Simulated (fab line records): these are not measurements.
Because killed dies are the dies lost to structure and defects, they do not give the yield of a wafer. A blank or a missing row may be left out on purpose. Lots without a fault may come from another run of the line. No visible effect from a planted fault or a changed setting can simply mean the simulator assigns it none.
fab line records	flow sky130
[record] lots = 13	wafers = 36	last-day = 50
route steps=708 shown FIELD_ISO@18 DNWELL@43 NWELL@79 PAD_OPEN@708
lots that met no fault: from a run of the same line without faults
start-h: start of the lot's first displayed wafer, in hours after the record's first day	wait-h: hours elapsed since this lot's preceding step	" as in the row above	L1.1+2: a single row standing in for several wafers	- no value, or no start was given	* or withheld: withheld	< > ~ a bound
route shown NAME@n: names a module that has steps shown in the file, with the first one's number in the route	usual: mean/standard deviation taken from wafers without a fault	same: alike in all rows	chamber/n: place in a boat	sites: the reading at each site	_std_site: how widely they spread, as a standard deviation	_edge_site: mean of outer sites minus mean of inner sites	radius-mm: for every site, how far away it sits from the centre of the wafer	mask NAME#n: copy n	behind: the last tool/chamber to shape the wafer	hold: what put the lot on hold/how long, in hours/how the hold closed	device: the transistor (n, p or np) that didn't switch	end of line: at the end of the route, the tests of the same wafers	a step with no rows: only its recipe	killed: at the first sort, the dies lost to defects and structure; wafer yield is something else	map: the dies of a wafer, with x for killed, . for not killed, _ for no die there
set.NAME: the setting the step ran with; set.NAME@STEP: the setting that earlier step ran with	model.NAME: the simulator's own value behind a step, which no gauge read
the route's steps for a sample of lots (tables are steps, rows are wafers)
services: a tool's chamber out of use, with start hour (start-h, from the record's first day; less than 0 if before it), hours out, and reason
[[steps]]
[step SKY_FIELD_ISO_ETCH_17]
[recipe] target-depth-a = 3420	mask-material = Si3N4	chemistry = HBr/Cl2/O2	target = Si	taper-deg = 5	icp-w = 600	bias-w = 150	pressure-mtorr = 15	HBr_flow_sccm = 150	Cl2_flow_sccm = 40	O2_flow_sccm = 6	time-s = 97.7
[usual] drypump-motor-current-A = 5.9/0.5	oes-product-au = 0.998/0.0074	run-length-s = 125.8/0.35	throttle-valve-pct = 25.658/0.011
lot.wafer	tool	chamber	start-h	wait-h	drypump-motor-current-A	oes-product-au	rf-hours-counter-h	run-length-s	throttle-valve-pct
L914.4	rie-si-02	2	31.30	0.0	5.6	0.990	23	126.1	25.660
L914.5	"	0	"	"	6.4	0.994	-	125.8	25.680
L914.6	"	1	"	"	6.1	0.996	-	125.5	25.661
L915.2	rie-si-02	3	40.42	0.1	6.5	0.989	126	126.2	25.677
L915.5	"	0	"	"	6.4	0.988	-	126.0	25.675
L915.6	"	1	"	"	6.0	0.989	-	125.2	25.656
L916.1	rie-si-02	1	40.60	0.1	6.1	0.995	56	125.0	25.654
L916.4	"	0	"	"	6.4	1.005	4	125.6	25.663
L916.5	"	3	"	"	6.5	0.999	-	126.0	25.665
L921.2	rie-si-01	0	64.82	0.1	5.1	1.009	84	136.7	25.638
L921.4	"	1	"	"	5.3	1.004	1	125.7	25.665
L925.2	rie-si-01	0	89.85	0.1	5.1	1.016	85	136.8	25.658
L925.3	"	3	"	"	5.3	1.017	49	126.2	25.653
L926.1	rie-si-01	0	93.02	0.1	5.1	1.004	85	136.6	25.651
L926.2	"	3	"	"	5.3	0.988	49	137.2	25.653
L927.2	rie-si-02	0	99.20	0.1	6.4	1.004	4	125.7	25.642
L927.4	"	2	"	"	5.6	1.003	23	125.5	25.668
L927.5	"	3	"	"	6.6	1.003	-	126.3	25.671
L928.1	rie-si-02	1	104.77	0.1	6.1	0.990	57	125.7	25.659
L928.3	"	2	"	"	5.6	0.988	23	125.6	25.655
L928.5	"	1	"	"	6.1	0.995	-	125.6	25.646
L930.2	rie-si-02	3	111.35	0.1	6.5	1.002	126	126.1	25.666
L930.4	"	1	"	"	6.1	0.991	57	125.1	25.655
L930.6	"	3	"	"	6.5	0.980	-	126.1	25.670
L932.3	rie-si-02	2	123.58	0.0	5.6	0.985	24	125.9	25.679
L932.4	"	1	"	"	6.1	0.983	57	125.1	25.676
L932.5	"	3	"	"	6.5	0.986	-	126.3	25.671
L933.1	rie-si-02	2	130.13	0.1	5.5	0.996	24	126.2	25.664
L933.4	"	1	"	"	6.0	0.991	57	125.5	25.669
L933.6	"	1	"	"	6.1	1.003	-	125.0	25.657
L935.4	rie-si-02	2	137.37	0.0	5.5	0.992	24	126.0	25.663
L935.5	"	2	"	"	5.6	0.987	-	125.5	25.663
L935.6	"	1	"	"	6.1	0.999	-	125.4	25.667
L936.1	rie-si-02	0	144.97	0.1	6.4	0.991	5	126.0	25.662
L936.4	"	2	"	"	5.6	0.993	24	125.9	25.649
L936.6	"	3	"	"	6.5	0.990	-	125.9	25.648
[step SKY_DNWELL_STRIP_08]
[recipe] chemistry = O2/N2	power-w = 1400	pressure-mtorr = 1500	platen-temp-c = withheld	o2-flow-sccm = 3000	n2-flow-sccm = 300	overash-fraction = 0.5
[usual] drypump-motor-current-A = 5.56/0.13	n2-flow-sccm = 300.0/0.77	oes-product-au = 0.722/0.0042	strip-time-to-endpoint-s = 36.84/0.1
[same] overash-fraction = 0.5
lot.wafer	tool	chamber	start-h	wait-h	drypump-motor-current-A	n2-flow-sccm	oes-product-au	rf-hours-counter-h	strip-time-to-endpoint-s
L914.4	plasma-asher-04	0	55.02	0.1	5.83	299.5	0.717	-	37.04
L914.5	"	1	"	"	5.35	300.2	0.727	-	37.00
L914.6	"	0	"	"	5.85	299.1	0.718	-	36.98
L916.1	plasma-asher-03	1	64.47	0.1	5.59	301.2	0.716	37	36.77
L916.4	"	1	"	"	5.58	297.7	0.718	-	36.78
L916.5	"	0	"	"	5.57	300.3	0.720	-	36.69
L915.2	plasma-asher-03	1	64.87	0.1	5.56	300.7	0.728	37	36.82
L915.5	"	0	"	"	5.54	300.6	0.722	-	36.90
L915.6	"	1	"	"	5.57	300.3	0.718	-	36.93
L921.2	plasma-asher-04	1	93.77	0.1	5.35	300.0	0.723	41	36.80
L921.4	"	1	"	"	5.36	298.3	0.726	-	36.81
L925.2	plasma-asher-01	1	113.77	0.1	5.52	300.5	0.717	42	36.80
L925.3	"	0	"	"	5.60	299.2	0.717	-	36.80
L926.1	plasma-asher-01	0	117.52	0.1	5.58	298.5	0.718	43	36.81
L926.2	"	1	"	"	5.53	301.3	0.726	43	36.82
L927.2	plasma-asher-04	1	124.12	0.1	5.34	299.9	0.724	1	36.86
L927.4	"	1	"	"	5.34	299.6	0.725	-	36.93
L927.5	"	0	"	"	5.86	300.3	0.722	-	36.83
L928.1	plasma-asher-04	0	131.07	0.1	5.83	298.6	0.721	1	36.88
L928.3	"	1	"	"	5.34	299.3	0.725	-	36.94
L928.5	"	1	"	"	5.34	299.5	0.720	-	36.88
L930.2	plasma-asher-01	0	137.22	0.1	5.60	299.9	0.731	45	36.77
L930.4	"	0	"	"	5.60	299.0	0.725	-	36.81
L930.6	"	1	"	"	5.51	298.8	0.732	-	36.83
L933.1	plasma-asher-01	1	158.12	0.1	5.54	299.2	0.719	47	36.69
L933.4	"	0	"	"	5.58	300.9	0.723	-	36.72
L933.6	"	1	"	"	5.52	299.9	0.730	-	36.75
L932.3	plasma-asher-03	1	158.35	0.1	5.59	299.5	0.721	-	36.74
L932.4	"	0	"	"	5.56	299.7	0.716	-	36.79
L932.5	"	0	"	"	5.56	299.3	0.718	-	36.74
L935.4	plasma-asher-04	0	164.26	0.1	5.85	300.2	0.726	-	36.91
L935.5	"	1	"	"	5.36	299.2	0.719	-	36.81
L935.6	"	0	"	"	5.83	301.1	0.730	-	36.82
L936.1	plasma-asher-04	1	173.58	0.1	5.35	299.3	0.728	6	36.86
L936.4	"	0	"	"	5.86	300.0	0.722	-	36.88
L936.6	"	0	"	"	5.86	300.6	0.718	-	36.90
[step SKY_NWELL_TW_MEAS_26]
[usual] NWELL_2_TW = 494/3.2
lot.wafer	tool	chamber	start-h	wait-h	NWELL_2_TW
L914.4	film-metro-03	-	106.27	0.1	496
L914.5	"	-	"	"	496
L914.6	"	-	"	"	495
L916.1	film-metro-02	-	116.95	0.1	490
L916.4	"	-	"	"	489
L916.5	"	-	"	"	489
L915.2	film-metro-03	-	118.40	0.1	492
L915.5	"	-	"	"	497
L915.6	"	-	"	"	496
L921.2	film-metro-02	-	150.36	0.1	490
L921.4	"	-	"	"	492
L925.2	film-metro-04	-	172.11	0.1	497
L925.3	"	-	"	"	497
L926.1	film-metro-03	-	176.90	0.1	496
L926.2	"	-	"	"	490
L927.2	film-metro-03	-	182.61	0.1	493
L927.4	"	-	"	"	493
L927.5	"	-	"	"	493
L928.1	film-metro-02	-	192.30	0.1	491
L928.3	"	-	"	"	490
L928.5	"	-	"	"	492
L930.2	film-metro-04	-	199.20	0.1	499
L930.4	"	-	"	"	495
L930.6	"	-	"	"	496
L933.1	film-metro-04	-	222.71	0.1	499
L933.4	"	-	"	"	498
L933.6	"	-	"	"	497
L932.3	film-metro-02	-	223.81	0.1	491
L932.4	"	-	"	"	492
L932.5	"	-	"	"	491
L935.4	film-metro-02	-	228.93	0.1	488
L935.5	"	-	"	"	489
L935.6	"	-	"	"	489
L936.1	film-metro-03	-	238.34	0.1	495
L936.4	"	-	"	"	496
L936.6	"	-	"	"	495
[step SKY_NWELL_RS_MEAS_29]
[recipe] thk-meas-gauge = four-point-probe
[usual] NWELL_RS = 624.1/1.8
lot.wafer	tool	chamber	start-h	wait-h	NWELL_RS[ohm/sq]
L914.4	film-metro-02	-	106.51	0.1	622.0
L914.5	"	-	"	"	621.7
L914.6	"	-	"	"	620.9
L916.1	film-metro-03	-	117.16	0.1	625.7
L916.4	"	-	"	"	624.0
L916.5	"	-	"	"	624.2
L915.2	film-metro-02	-	118.62	0.1	622.9
L915.5	"	-	"	"	623.4
L915.6	"	-	"	"	622.4
L921.2	film-metro-04	-	150.58	0.1	624.5
L921.4	"	-	"	"	624.3
L925.2	film-metro-04	-	172.33	0.1	625.2
L925.3	"	-	"	"	626.0
L926.1	film-metro-03	-	177.11	0.1	624.6
L926.2	"	-	"	"	622.3
L927.2	film-metro-04	-	182.83	0.1	622.6
L927.4	"	-	"	"	624.4
L927.5	"	-	"	"	622.6
L928.1	film-metro-04	-	192.51	0.1	626.3
L928.3	"	-	"	"	628.0
L928.5	"	-	"	"	628.2
L930.2	film-metro-02	-	199.42	0.1	622.9
L930.4	"	-	"	"	622.4
L930.6	"	-	"	"	623.3
L933.1	film-metro-03	-	223.02	0.2	622.5
L933.4	"	-	"	"	624.6
L933.6	"	-	"	"	623.4
L932.3	film-metro-02	-	224.04	0.1	622.2
L932.4	"	-	"	"	622.9
L932.5	"	-	"	"	624.1
L935.4	film-metro-03	-	229.17	0.1	621.8
L935.5	"	-	"	"	623.0
L935.6	"	-	"	"	623.7
L936.1	film-metro-02	-	238.55	0.1	623.9
L936.4	"	-	"	"	623.1
L936.6	"	-	"	"	624.2
[step SKY_PAD_OPEN_PROBE_99]
[usual] killed_at_M0_to_M3 = 44/7	killed_at_M4_up = 3.0/1.7	killed-at-contacts = 24/5.2	killed-at-front-end = 15/4.8	killed-at-other = 0.2/0.56	killed-dies = 86/9.7	killed-open = 47/7.1	killed-short = 39/6.3
[same] gross-dies = 492	killed-at-back-side = 0
lot.wafer	tool	chamber	start-h	wait-h	killed_at_M0_to_M3	killed_at_M4_up	killed-at-contacts	killed-at-front-end	killed-at-other	killed-dies	killed-open	killed-short
L921.2	prober-02	-	1127.93	0.1	46	4	32	15	0	97	45	52
L921.4	prober-02	-	1128.03	0.2	44	2	32	9	0	87	53	34
L925.2	prober-01	-	1144.82	0.1	47	0	20	9	0	76	42	32
L925.3	prober-01	-	1144.87	0.2	30	2	30	16	0	78	41	37
L927.2	prober-01	-	1159.59	0.1	51	4	21	14	1	91	51	39
L927.4	prober-01	-	1159.69	0.2	41	3	24	26	2	96	59	36
L927.5	prober-01	-	1159.74	0.2	52	3	25	14	1	95	52	43
L935.4	prober-02	-	1194.10	0.2	38	3	17	16	0	74	41	33
L935.5	prober-02	-	1194.15	0.2	37	3	29	18	0	87	48	39
L935.6	prober-02	-	1194.20	0.2	47	3	24	20	0	94	63	31
L936.1	prober-01	-	1198.40	0.1	46	1	11	14	0	72	42	29
L936.4	prober-01	-	1198.55	0.2	50	5	22	13	0	90	49	40
L936.6	prober-01	-	1198.65	0.2	50	2	25	12	0	89	56	32
// killed by level:class
L921.2 CONTACT:geometric-particle:open=10 LI_CONTACT:geometric-particle:short=9 VIA1:geometric-particle:short=9 VIA1:geometric-particle:open=9 METAL3:geometric-particle:short=7 CONTACT:geometric-particle:short=6 METAL1:geometric-particle:short=6 VIA2:geometric-particle:open=6
L921.4 CONTACT:geometric-particle:open=11 VIA1:geometric-particle:open=11 VIA3:geometric-particle:open=7 LI_CONTACT:geometric-particle:open=6 VIA1:geometric-particle:short=6 LI_CONTACT:geometric-particle:short=5 LOCAL_INTERCONNECT:geometric-particle:short=5 METAL1:geometric-particle:short=5
L925.2 VIA1:geometric-particle:open=15 CONTACT:geometric-particle:open=7 METAL1:geometric-particle:short=5 VIA2:geometric-particle:open=5 VIA2:geometric-particle:short=5 CONTACT:geometric-particle:short=4 LOCAL_INTERCONNECT:geometric-particle:short=4 LI_CONTACT:geometric-particle:open=3
L925.3 LI_CONTACT:geometric-particle:open=10 LI_CONTACT:geometric-particle:short=7 VIA1:geometric-particle:open=7 FIELD_ISO:geometric-particle:open=6 FIELD_ISO:geometric-particle:short=6 CONTACT:geometric-particle:open=6 VIA3:geometric-particle:open=5 VIA2:geometric-particle:short=5
L927.2 VIA1:geometric-particle:open=10 VIA2:geometric-particle:open=9 CONTACT:geometric-particle:open=8 VIA3:geometric-particle:open=6 METAL1:geometric-particle:short=5 VIA1:geometric-particle:short=4 FIELD_ISO:geometric-particle:short=4 LI_CONTACT:geometric-particle:open=4
L927.4 VIA1:geometric-particle:open=11 LI_CONTACT:geometric-particle:open=10 VIA3:geometric-particle:open=9 FIELD_ISO:geometric-particle:open=8 CONTACT:geometric-particle:open=8 FIELD_ISO:geometric-particle:short=6 POLY_GATE:geometric-particle:short=6 METAL1:geometric-particle:short=5
L927.5 VIA1:geometric-particle:open=15 CONTACT:geometric-particle:open=12 VIA3:geometric-particle:open=7 METAL2:geometric-particle:short=7 METAL1:geometric-particle:short=5 FIELD_ISO:geometric-particle:short=5 FIELD_ISO:geometric-particle:open=5 VIA2:geometric-particle:short=5
L935.4 VIA1:geometric-particle:open=9 LI_CONTACT:geometric-particle:open=7 VIA2:geometric-particle:open=7 POLY_GATE:geometric-particle:short=5 FIELD_ISO:geometric-particle:open=4 VIA3:geometric-particle:open=4 LOCAL_INTERCONNECT:geometric-particle:short=3 FIELD_ISO:geometric-particle:short=3
L935.5 VIA1:geometric-particle:open=11 CONTACT:geometric-particle:open=10 FIELD_ISO:geometric-particle:open=8 LOCAL_INTERCONNECT:geometric-particle:short=6 VIA2:geometric-particle:open=6 LI_CONTACT:geometric-particle:open=5 POLY_GATE:geometric-particle:short=4 LI_CONTACT:geometric-particle:short=4
L935.6 VIA1:geometric-particle:open=13 VIA2:geometric-particle:open=11 LI_CONTACT:geometric-particle:open=9 CONTACT:geometric-particle:open=9 FIELD_ISO:geometric-particle:open=7 FIELD_ISO:geometric-particle:short=6 VIA2:geometric-particle:short=5 VIA3:geometric-particle:open=5
L936.1 VIA1:geometric-particle:open=14 VIA1:geometric-particle:short=8 METAL1:geometric-particle:short=5 VIA2:geometric-particle:open=5 LI_CONTACT:geometric-particle:open=4 VIA3:geometric-particle:open=4 POLY_GATE:geometric-particle:open=3 POLY_CUT:geometric-particle:open=3
L936.4 VIA3:geometric-particle:open=15 VIA1:geometric-particle:open=7 LI_CONTACT:geometric-particle:open=7 METAL2:geometric-particle:short=7 CONTACT:geometric-particle:open=6 FIELD_ISO:geometric-particle:open=4 METAL3:geometric-particle:short=4 VIA2:geometric-particle:open=4
L936.6 VIA1:geometric-particle:open=16 CONTACT:geometric-particle:open=10 VIA3:geometric-particle:open=9 LI_CONTACT:geometric-particle:open=6 VIA2:geometric-particle:open=5 CONTACT:geometric-particle:short=4 METAL1:geometric-particle:short=4 VIA1:geometric-particle:short=4
[[services]]
tool	chamber	start-h	hours	kind
rie-si-02	1	20.53	9.2	repair
rie-si-01	-	38.22	3.0	repair
rie-si-01	3	77.21	2.6	repair
plasma-asher-04	-	108.75	9.0	pm
plasma-asher-04	0	108.75	9.0	vent-cycle
plasma-asher-04	1	108.75	9.0	vent-cycle
plasma-asher-04	0	117.75	-	clean
plasma-asher-04	1	117.75	-	clean
plasma-asher-04	-	127.10	0.7	repair
rie-si-01	2	141.72	2.9	repair
plasma-asher-03	-	166.10	1.9	repair
[[key]]
[first-sign] step = SKY_FIELD_ISO_ETCH_17	reading = run-length-s	direction = up	sigmas = 31	usual = *	struck = *
effect none on later readings
met-at SKY_FIELD_ISO_ETCH_17
struck-lots L921,L925,L926
struck-wafers L921.2,L925.2,L926.1,L926.2
tester-left-out L921,L925,L926
not-acting-at SKY_DNWELL_STRIP_08,SKY_NWELL_TW_MEAS_26,SKY_NWELL_RS_MEAS_29
[fault] kind = process-parameter-drift	tool = rie-si-01	chamber = -	onset-h = 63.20	steps = SKY_FIELD_ISO_ETCH_17	channel = time-s	offset = *	shape = step	end-h = 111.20	scope = struck-wafers-only	acts-in = *	stated = *
// tester-left-out: of these lots the tester's yield and bins aren't shown, on N5 and GAA mostly nor the transistor test; their killed dies are dies lost to structure and defects alone, not to doping, threshold or leakage, so they don't give the yield
